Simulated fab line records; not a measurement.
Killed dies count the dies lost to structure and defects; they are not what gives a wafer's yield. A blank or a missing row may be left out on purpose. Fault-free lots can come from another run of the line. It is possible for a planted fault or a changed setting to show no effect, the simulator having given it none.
fab line records + flow sky130 + part 2 of 2: steps 32 to 46 of 46
record
- lots=5
- wafers=15
- last-day=50
route steps=708 shown VT_ADJUST_HVTR@137 VT_ADJUST_PCH@143 SONOS_TUNNEL@154 SONOS_ONO@168
lots with no fault: from the same line, run without faults
start-h: the number of hours between the record's first day and the start of the first shown wafer of the lot + wait-h: hours elapsed since this lot's preceding step + " the same as in the row above + L1.1+2: several wafers, shown together as one row + - no value, or no start given + * or withheld: withheld + < > ~ a bound
route shown NAME@n: names a module that has steps shown in the file, with the first one's number in the route + usual: mean and standard deviation over wafers with no fault + same: alike in all rows + chamber/n: place in a boat + sites: readings site by site + _std_site: the values' standard deviation + _edge_site: inner sites' mean taken away from outer sites' mean + radius-mm: for every site, how far away it sits from the centre of the wafer + mask NAME#n: copy n + behind: the tool/chamber that last shaped the wafer + hold: reason for holding the lot/hours on hold/outcome of the hold + device: the transistor (n, p or np) that didn't switch + end of line: the tests these same wafers got at the end of their route + a step without rows: its recipe alone + killed: dies that structure and defects cost at the first sort, which is not the same as the wafer's yield + map: a wafer's dies, x killed, . not, _ none there
set.NAME: the setting that was run; set.NAME@STEP: the one run at that earlier step + model.NAME: the simulator's own value behind a step, which no gauge read
certain route steps with their lots: each step a table, each wafer a row
services: when a tool's chamber went out of use (start-h, in hours from the record's first day, below 0 if earlier), for how many hours, and the reason
## steps
# step SKY_SONOS_ONO_OXIDATION_00
# recipe
- temp-c=800
- ambient=O2
- idle-temp-c=700
- ramp-up-c-per-min=10
- ramp-down-c-per-min=3
- stabilise-s=600
- purge-s=300
- target-thk-a=26
- ox-time-s=1249
# usual
- ramp-down-c-per-min=3.0000/0.0006
- tube-center-temp-C=800/0.068
| lot.wafer | tool       | chamber | start-h | wait-h | ramp-down-c-per-min | tube-center-temp-C |
|-----------|------------|---------|---------|--------|---------------------|--------------------|
| L074.1    | furnace-02 | 0       | 250.82  | 1.5    | 2.9991              | 800.01             |
| L074.2    | "          | 0       | "       | "      | 2.9997              | 800                |
| L074.3    | "          | 0       | "       | "      | 3.0000              | 800.06             |
| L086.1    | furnace-02 | 0       | 341.86  | 1.5    | 3.0011              | 799.92             |
| L086.5    | "          | 0       | "       | "      | 2.9990              | 800.01             |
| L086.6    | "          | 0       | "       | "      | 3.0006              | 799.97             |
| L090.3    | furnace-01 | 0       | 377.78  | 1.6    | 2.9999              | 799.99             |
| L090.4    | "          | 0       | "       | "      | 2.9988              | 800.11             |
| L090.6    | "          | 0       | "       | "      | 2.9997              | 800.13             |
| L092.2    | furnace-01 | 0       | 389.96  | 1.2    | 3.0005              | 799.98             |
| L092.3    | "          | 0       | "       | "      | 3.0003              | 800.11             |
| L092.4    | "          | 0       | "       | "      | 3.0001              | 799.99             |
| L095.1    | furnace-01 | 0       | 422.42  | 2.5    | 3.0006              | 799.98             |
| L095.2    | "          | 0       | "       | "      | 2.9997              | 800.05             |
| L095.3    | "          | 0       | "       | "      | 3.0002              | 799.97             |
# step SKY_SONOS_ONO_THK_MEAS_01
# recipe
- reads=SiO2_of_SONOS_ONO_OXIDATION_00
# usual
- SONOS_ONO_OXIDATION_THK=2.62/0.067
| lot.wafer | tool          | chamber | start-h | wait-h | SONOS_ONO_OXIDATION_THK[nm] |
|-----------|---------------|---------|---------|--------|-----------------------------|
| L074.1    | film-metro-04 | -       | 252.17  | 0.0    | 2.59                        |
| L074.2    | "             | -       | "       | "      | 2.55                        |
| L074.3    | "             | -       | "       | "      | 2.61                        |
| L086.1    | film-metro-04 | -       | 343.21  | 0.0    | 2.76                        |
| L086.5    | "             | -       | "       | "      | 2.74                        |
| L086.6    | "             | -       | "       | "      | 2.72                        |
| L090.3    | film-metro-04 | -       | 379.15  | 0.0    | 2.54                        |
| L090.4    | "             | -       | "       | "      | 2.65                        |
| L090.6    | "             | -       | "       | "      | 2.63                        |
| L092.2    | film-metro-02 | -       | 391.32  | 0.0    | 2.53                        |
| L092.3    | "             | -       | "       | "      | 2.52                        |
| L092.4    | "             | -       | "       | "      | 2.56                        |
| L095.1    | film-metro-01 | -       | 423.77  | 0.0    | 2.59                        |
| L095.2    | "             | -       | "       | "      | 2.57                        |
| L095.3    | "             | -       | "       | "      | 2.61                        |
# step SKY_SONOS_ONO_CVD_02
# recipe
- material=Si3N4
- precursor=DCS/NH3
- target-thk-nm=10.5
- temp-c=770
- time-s=180
- pressure-mtorr=250
| lot.wafer  | tool     | chamber | start-h | wait-h |
|------------|----------|---------|---------|--------|
| L074.1+2+3 | lpcvd-02 | 1       | 252.37  | 0.2    |
| L086.1+5+6 | lpcvd-02 | 0       | 345.53  | 2.3    |
| L090.3+4+6 | lpcvd-02 | 1       | 380.49  | 1.3    |
| L092.2+3+4 | lpcvd-02 | 1       | 391.70  | 0.4    |
| L095.1+2+3 | lpcvd-02 | 1       | 423.83  | 0.1    |
# step SKY_SONOS_ONO_THK_MEAS_03
# recipe
- reads=Si3N4_of_SONOS_ONO_CVD_02
# usual
- SONOS_ONO_CVD_02_THK=10.50/0.11
| lot.wafer | tool          | chamber | start-h | wait-h | SONOS_ONO_CVD_02_THK[nm] |
|-----------|---------------|---------|---------|--------|--------------------------|
| L074.1    | film-metro-01 | -       | 253.42  | 0.0    | 10.45                    |
| L074.2    | "             | -       | "       | "      | 10.35                    |
| L074.3    | "             | -       | "       | "      | 10.57                    |
| L086.1    | film-metro-04 | -       | 346.58  | 0.0    | 10.58                    |
| L086.5    | "             | -       | "       | "      | 10.44                    |
| L086.6    | "             | -       | "       | "      | 10.47                    |
| L090.3    | film-metro-04 | -       | 381.56  | 0.0    | 10.56                    |
| L090.4    | "             | -       | "       | "      | 10.53                    |
| L090.6    | "             | -       | "       | "      | 10.58                    |
| L092.2    | film-metro-01 | -       | 392.77  | 0.0    | 10.48                    |
| L092.3    | "             | -       | "       | "      | 10.37                    |
| L092.4    | "             | -       | "       | "      | 10.39                    |
| L095.1    | film-metro-04 | -       | 424.88  | 0.0    | 10.47                    |
| L095.2    | "             | -       | "       | "      | 10.31                    |
| L095.3    | "             | -       | "       | "      | 10.48                    |
# step SKY_SONOS_ONO_CVD_04
# recipe
- material=SiO2
- precursor=SiH4/N2O
- target-thk-nm=5.7199
- temp-c=900
- pressure-mtorr=400
| lot.wafer  | tool     | chamber | start-h | wait-h |
|------------|----------|---------|---------|--------|
| L074.1+2+3 | lpcvd-03 | 0       | 253.48  | 0.1    |
| L086.1+5+6 | lpcvd-03 | 0       | 346.64  | 0.1    |
| L090.3+4+6 | lpcvd-03 | 1       | 381.60  | 0.0    |
| L092.2+3+4 | lpcvd-03 | 0       | 394.06  | 1.3    |
| L095.1+2+3 | lpcvd-03 | 1       | 424.94  | 0.1    |
# step SKY_SONOS_ONO_THK_MEAS_05
# recipe
- reads=SiO2_of_SONOS_ONO_CVD_04
# usual
- SONOS_ONO_CVD_04_THK=5.68/0.094
| lot.wafer | tool          | chamber | start-h | wait-h | SONOS_ONO_CVD_04_THK[nm] |
|-----------|---------------|---------|---------|--------|--------------------------|
| L074.1    | film-metro-04 | -       | 254.73  | 0.0    | 5.67                     |
| L074.2    | "             | -       | "       | "      | 5.75                     |
| L074.3    | "             | -       | "       | "      | 5.73                     |
| L086.1    | film-metro-02 | -       | 347.89  | 0.0    | 5.69                     |
| L086.5    | "             | -       | "       | "      | 5.73                     |
| L086.6    | "             | -       | "       | "      | 5.82                     |
| L090.3    | film-metro-02 | -       | 382.91  | 0.1    | 5.77                     |
| L090.4    | "             | -       | "       | "      | 5.79                     |
| L090.6    | "             | -       | "       | "      | 5.78                     |
| L092.2    | film-metro-02 | -       | 395.32  | 0.0    | 5.68                     |
| L092.3    | "             | -       | "       | "      | 5.67                     |
| L092.4    | "             | -       | "       | "      | 5.72                     |
| L095.1    | film-metro-04 | -       | 426.19  | 0.0    | 5.68                     |
| L095.2    | "             | -       | "       | "      | 5.68                     |
| L095.3    | "             | -       | "       | "      | 5.64                     |
# step SKY_SONOS_ONO_DEHYDRATE_06
# recipe
- temp-c=200
- time-s=60
| lot.wafer  | tool           | chamber | start-h | wait-h |
|------------|----------------|---------|---------|--------|
| L074.1+2+3 | litho-track-02 | 0       | 266.27  | 11.5   |
| L086.1+5+6 | litho-track-04 | 0       | 361.20  | 13.3   |
| L090.3+4+6 | litho-track-01 | 0       | 396.47  | 13.6   |
| L092.2+3+4 | litho-track-04 | 0       | 409.62  | 14.3   |
| L095.1+2+3 | litho-track-04 | 0       | 440.35  | 14.1   |
# step SKY_SONOS_ONO_HMDS_07
# recipe
- prime-time-s=60
- prime-temp-c=120
| lot.wafer  | tool           | chamber | start-h | wait-h |
|------------|----------------|---------|---------|--------|
| L074.1+2+3 | litho-track-02 | 0       | 266.42  | 0.1    |
| L086.1+5+6 | litho-track-04 | 0       | 361.35  | 0.1    |
| L090.3+4+6 | litho-track-01 | 0       | 396.62  | 0.1    |
| L092.2+3+4 | litho-track-04 | 0       | 409.77  | 0.1    |
| L095.1+2+3 | litho-track-04 | 0       | 440.50  | 0.1    |
# step SKY_SONOS_ONO_COAT_08
# recipe
- resist=NOVOLAK
- spin-rpm=3000
- resist-thk-nm=1140
| lot.wafer  | tool           | chamber | start-h | wait-h |
|------------|----------------|---------|---------|--------|
| L074.1+2+3 | litho-track-02 | 0       | 266.57  | 0.1    |
| L086.1+5+6 | litho-track-04 | 0       | 361.50  | 0.1    |
| L090.3+4+6 | litho-track-01 | 0       | 396.77  | 0.1    |
| L092.2+3+4 | litho-track-04 | 0       | 409.92  | 0.1    |
| L095.1+2+3 | litho-track-04 | 0       | 440.65  | 0.1    |
# step SKY_SONOS_ONO_SOFTBAKE_09
# recipe
- temp-c=90
- time-s=60
- resist=NOVOLAK
| lot.wafer  | tool           | chamber | start-h | wait-h |
|------------|----------------|---------|---------|--------|
| L074.1+2+3 | litho-track-02 | 0       | 266.72  | 0.1    |
| L086.1+5+6 | litho-track-04 | 0       | 361.65  | 0.1    |
| L090.3+4+6 | litho-track-01 | 0       | 396.92  | 0.1    |
| L092.2+3+4 | litho-track-04 | 0       | 410.07  | 0.1    |
| L095.1+2+3 | litho-track-04 | 0       | 440.80  | 0.1    |
# step SKY_SONOS_ONO_EXPOSE_10
# recipe
- mask-id=ONOM
- target-cd-nm=410
- na=0.6
- source-shape=conventional
- sigma-outer=0.6
- dose-mj=150
| lot.wafer  | tool             | chamber | start-h | wait-h | mask   |
|------------|------------------|---------|---------|--------|--------|
| L074.1+2+3 | iline-stepper-02 | 0       | -       | -      | ONOM#0 |
| L086.1+5+6 | iline-stepper-01 | 0       | -       | -      | ONOM#0 |
| L090.3+4+6 | iline-stepper-02 | 0       | -       | -      | ONOM#0 |
| L092.2+3+4 | iline-stepper-01 | 0       | -       | -      | ONOM#0 |
| L095.1+2+3 | iline-stepper-02 | 0       | -       | -      | ONOM#0 |
# step SKY_SONOS_ONO_PEB_11
# recipe
- temp-c=withheld
- time-s=*
- resist=NOVOLAK
| lot.wafer  | tool           | chamber | start-h | wait-h |
|------------|----------------|---------|---------|--------|
| L074.1+2+3 | litho-track-01 | 0       | -       | -      |
| L086.1+5+6 | litho-track-02 | 0       | -       | -      |
| L090.3+4+6 | litho-track-04 | 0       | -       | -      |
| L092.2+3+4 | litho-track-01 | 0       | -       | -      |
| L095.1+2+3 | litho-track-04 | 0       | -       | -      |
# step SKY_SONOS_ONO_DEVELOP_12
# recipe
- develop-time-s=60
- dev-temp-c=23
| lot.wafer  | tool           | chamber | start-h | wait-h |
|------------|----------------|---------|---------|--------|
| L074.1+2+3 | litho-track-01 | 0       | 278.72  | 0.1    |
| L086.1+5+6 | litho-track-02 | 0       | 375.72  | 0.1    |
| L090.3+4+6 | litho-track-04 | 0       | 412.00  | 0.1    |
| L092.2+3+4 | litho-track-01 | 0       | 424.75  | 0.1    |
| L095.1+2+3 | litho-track-04 | 0       | 456.15  | 0.1    |
# step SKY_SONOS_ONO_CD_MEAS_13
# recipe
- target-cd-nm=410
# usual
- cd-nm=409.7/2.1
| lot.wafer | tool      | chamber | start-h | wait-h | cd-nm |
|-----------|-----------|---------|---------|--------|-------|
| L074.1    | cd-sem-01 | -       | 278.87  | 0.1    | 410.1 |
| L074.2    | "         | -       | "       | "      | 411.5 |
| L074.3    | "         | -       | "       | "      | 408.4 |
| L086.1    | cd-sem-02 | -       | 375.87  | 0.1    | 410.1 |
| L086.5    | "         | -       | "       | "      | 412.9 |
| L086.6    | "         | -       | "       | "      | 412.6 |
| L090.3    | cd-sem-02 | -       | 412.14  | 0.1    | 407.9 |
| L090.4    | "         | -       | "       | "      | 409.8 |
| L090.6    | "         | -       | "       | "      | 409.5 |
| L092.2    | cd-sem-02 | -       | 424.89  | 0.1    | 409.0 |
| L092.3    | "         | -       | "       | "      | 410.3 |
| L092.4    | "         | -       | "       | "      | 406.9 |
| L095.1    | cd-sem-02 | -       | 456.30  | 0.1    | 412.7 |
| L095.2    | "         | -       | "       | "      | 413.3 |
| L095.3    | "         | -       | "       | "      | 413.4 |
# step SKY_SONOS_ONO_OVL_MEAS_14
# usual
- SONOS_ONO_OVL=-0.2/1.3
| lot.wafer | tool       | chamber | start-h | wait-h | SONOS_ONO_OVL[nm] |
|-----------|------------|---------|---------|--------|-------------------|
| L074.1    | overlay-02 | -       | 278.99  | 0.1    | 0.3               |
| L074.2    | "          | -       | "       | "      | 0.2               |
| L074.3    | "          | -       | "       | "      | -0.5              |
| L086.1    | overlay-02 | -       | 375.99  | 0.1    | -0.5              |
| L086.5    | "          | -       | "       | "      | 0.3               |
| L086.6    | "          | -       | "       | "      | -1.2              |
| L090.3    | overlay-02 | -       | 412.23  | 0.1    | 1.6               |
| L090.4    | "          | -       | "       | "      | 1.5               |
| L090.6    | "          | -       | "       | "      | 0.5               |
| L092.2    | overlay-02 | -       | 425.00  | 0.1    | 0.1               |
| L092.3    | "          | -       | "       | "      | 1.8               |
| L092.4    | "          | -       | "       | "      | 1.5               |
| L095.1    | overlay-02 | -       | 456.42  | 0.1    | 2.1               |
| L095.2    | "          | -       | "       | "      | 1.7               |
| L095.3    | "          | -       | "       | "      | 2.1               |
## services
| tool             | chamber | start-h | hours | kind   |
|------------------|---------|---------|-------|--------|
| furnace-01       | -       | 193.31  | 3.1   | pm     |
| implanter-03     | -       | 195.87  | 3.2   | repair |
| wet-bench-01     | -       | 199.47  | 1.5   | repair |
| wet-bench-01     | -       | 202.83  | 3.3   | repair |
| wet-bench-04     | -       | 214.92  | 2.3   | repair |
| wet-bench-01     | -       | 218.29  | 1.8   | repair |
| implanter-02     | -       | 256.19  | 4.7   | repair |
| implanter-03     | -       | 270.97  | 3.7   | pm     |
| plasma-asher-01  | -       | 281.42  | 0.8   | repair |
| furnace-01       | -       | 284.19  | 10.0  | pm     |
| implanter-01     | -       | 288.07  | 1.2   | repair |
| implanter-03     | -       | 290.17  | 13.3  | pm     |
| iline-stepper-01 | -       | 311.66  | 1.7   | pm     |
| implanter-03     | -       | 317.32  | 2.5   | repair |
| implanter-03     | -       | 326.75  | 0.8   | repair |
| iline-stepper-02 | -       | 338.83  | 1.7   | pm     |
| implanter-02     | -       | 342.38  | 6.7   | repair |
| plasma-asher-01  | -       | 355.52  | 2.2   | repair |
| lpcvd-03         | -       | 357.60  | 0.6   | repair |
| implanter-04     | -       | 394.15  | 4.5   | repair |
| iline-stepper-01 | -       | 395.63  | 2.4   | repair |
| plasma-asher-01  | -       | 421.25  | 9.0   | pm     |
| plasma-asher-01  | -       | 430.25  | 2.8   | pm     |
| implanter-04     | -       | 433.16  | 4.2   | repair |
